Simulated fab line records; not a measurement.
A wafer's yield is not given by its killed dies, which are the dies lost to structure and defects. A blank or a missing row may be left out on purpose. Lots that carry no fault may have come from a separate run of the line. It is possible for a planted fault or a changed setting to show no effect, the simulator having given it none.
Matching of chambers / flow sfqLine / rieDiel-01 running SFQ_TRILAYER_I1_VIA_ETCH_VIA_ETCH_052: 4 sister chambers
The step etches SiO2 in CHF3, stops on Nb, target depth 260 nm. 14 wafers are shown with their chamber, then 6 later ones without.

WAFERS WITH THEIR CHAMBER
wafer=L571.3; chamber=1; oesProductAu (a.u.)=0.848
wafer=L571.4; chamber=2; oesProductAu (a.u.)=0.858
wafer=L571.5; chamber=3; oesProductAu (a.u.)=0.859
wafer=L572.3; chamber=0; oesProductAu (a.u.)=0.857
wafer=L572.4; chamber=3; oesProductAu (a.u.)=0.863
wafer=L572.6; chamber=0; oesProductAu (a.u.)=0.865
wafer=L575.2; chamber=0; oesProductAu (a.u.)=0.855
wafer=L575.5; chamber=2; oesProductAu (a.u.)=0.851
wafer=L575.6; chamber=0; oesProductAu (a.u.)=0.856
wafer=L576.1; chamber=1; oesProductAu (a.u.)=0.862
wafer=L576.2; chamber=3; oesProductAu (a.u.)=0.853
wafer=L576.5; chamber=3; oesProductAu (a.u.)=0.855
wafer=L581.1; chamber=1; oesProductAu (a.u.)=0.853
wafer=L581.2; chamber=3; oesProductAu (a.u.)=0.851

SIGNATURES (averages over the wafers above)
reading=oesProductAu; chamber 0=0.85825; chamber 1=0.85433; chamber 2=0.85450; chamber 3=0.85620; scatter within a chamber=0.0053
Rule: distance of a wafer from a chamber = root of the sum over the readings of ((wafer's reading minus chamber's mean) / reading's scatter) squared. The wafer belongs to the nearest chamber; if the next one is less than 2 further off, it can't be placed. The scatter: take each reading less its chamber's mean, square it, sum over the shown wafers, divide by the number of wafers less the number of chambers, and take the root.

WAFERS WITH NO CHAMBER GIVEN
wafer=L581.4; oesProductAu (a.u.)=0.841
wafer=L584.1; oesProductAu (a.u.)=0.857
wafer=L584.6; oesProductAu (a.u.)=0.850
wafer=L593.2; oesProductAu (a.u.)=0.860
wafer=L593.3; oesProductAu (a.u.)=0.862
wafer=L593.6; oesProductAu (a.u.)=0.859

CHAMBER TAKEN BY EACH
wafer=L581.4; from the rows above=can't be placed: 1 or 2 or 3 or 0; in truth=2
wafer=L584.1; from the rows above=can't be placed: 3 or 0 or 2 or 1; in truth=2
wafer=L584.6; from the rows above=can't be placed: 1 or 2 or 3 or 0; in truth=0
wafer=L593.2; from the rows above=can't be placed: 0 or 3 or 2 or 1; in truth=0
wafer=L593.3; from the rows above=can't be placed: 0 or 3 or 2 or 1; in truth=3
wafer=L593.6; from the rows above=can't be placed: 0 or 3 or 2 or 1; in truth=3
Correctly placed: 0 of 6. These rows do not allow placing 6 (true chamber among the candidates in 6). 0 placed wrongly.
